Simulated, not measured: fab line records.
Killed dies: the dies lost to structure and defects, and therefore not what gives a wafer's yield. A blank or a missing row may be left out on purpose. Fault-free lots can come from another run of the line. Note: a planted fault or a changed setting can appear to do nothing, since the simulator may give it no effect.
Problem report, 8D (eight disciplines) form, completed by code || flow gf180mcu || the parts of the form that need people (team, actions taken, sign-off) are left out

## 1. THE PROBLEM
A mean of 105.68 W is read at GF_V2_ETCH_16 for biasW, taken on 1 wafer of 1 lot, against 99.98 W (standard deviation 0.29) on wafers free of any fault. Measured from the usual mean, that is +20 standard deviations.
The step: etches BARC in N2/H2.
First observed at day 25 18:46: wafer L573.3, on rieDiel-02. The record has a number at this step for 36 wafers belonging to 12 lots. By rule, "out" or "out of limits" means more than 4 standard deviations away from the usual mean. Any other wafer with a number is counted as sound.

## 2. WHAT IT IS, WHAT IT ISN'T
{"question": "which readings at this step", "is": "biasW", "is not": "drypumpMotorCurrentA, n2FlowSccm, oesProductAu, throttleValvePct"}
{"question": "which lots", "is": "L573", "is not": "L557, L558, L560, L562, L563, L564, L565, L566, L567, L570, L579"}
{"question": "which wafers of those lots", "is": "L573.3", "is not": "L573.1, L573.6"}
{"question": "read on which tools", "is": "rieDiel-02", "is not": "rieDiel-01, rieDiel-04"}
{"question": "when", "is": "from day 25 18:46", "is not": "up to then (32 sound wafers); but 3 sound wafers of L579 came after"}

## 3. WHAT RULES OUT EACH SUSPECT
Counting: if a tool at a process step up to the reading ran every lot that is out, it stays a suspect. Sound lots after the first of them don't rule it out here, since some wafers of a struck lot are sound.
- rieDiel-02 at GF_V2_ETCH_16 (etches BARC in N2/H2): kept. The lot that is out, L573, ran on it at day 25 18:46; the last sound lot it ran before that was L570, at day 25 00:01. Its own biasW readings are out on those wafers.
- Within rieDiel-02 at GF_V2_ETCH_16, the wafers that are out were processed in chamber 0 and their sound lot-mates in chamber 3.
Left after counting: rieDiel-02 at GF_V2_ETCH_16.

## 4. THE CAUSE (what the simulator had put in)
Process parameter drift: rieDiel-02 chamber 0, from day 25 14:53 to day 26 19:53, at GF_V2_ETCH_16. From 100, the setting biasW moved by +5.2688. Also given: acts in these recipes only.
Counting left only this tool.

## 5. THE EFFECT CHAIN, in route order
Each row: a reading where the mean over the struck wafers with a number is more than 3 standard deviations away from the usual. Only readings for which the record gives a usual standard deviation are gone through. hours: the time from each lot's start at the first step in this table that gives one to its start at this step, as a median over the lots. sigmas: the change in usual standard deviations.
{"hours": 0, "step": "GF_V2_ETCH_16", "reading": "biasW", "usual": "99.98 W", "on struck wafers": 105.68, "change": "+5.70", "sigmas": "+20"}
Its process steps:
- GF_V2_ETCH_16: etches BARC in N2/H2.

## 6. WHAT WOULD HAVE CAUGHT IT SOONER
In this record the first reading out of limits was taken at day 25 18:46, 4 hours after the fault began at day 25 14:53.
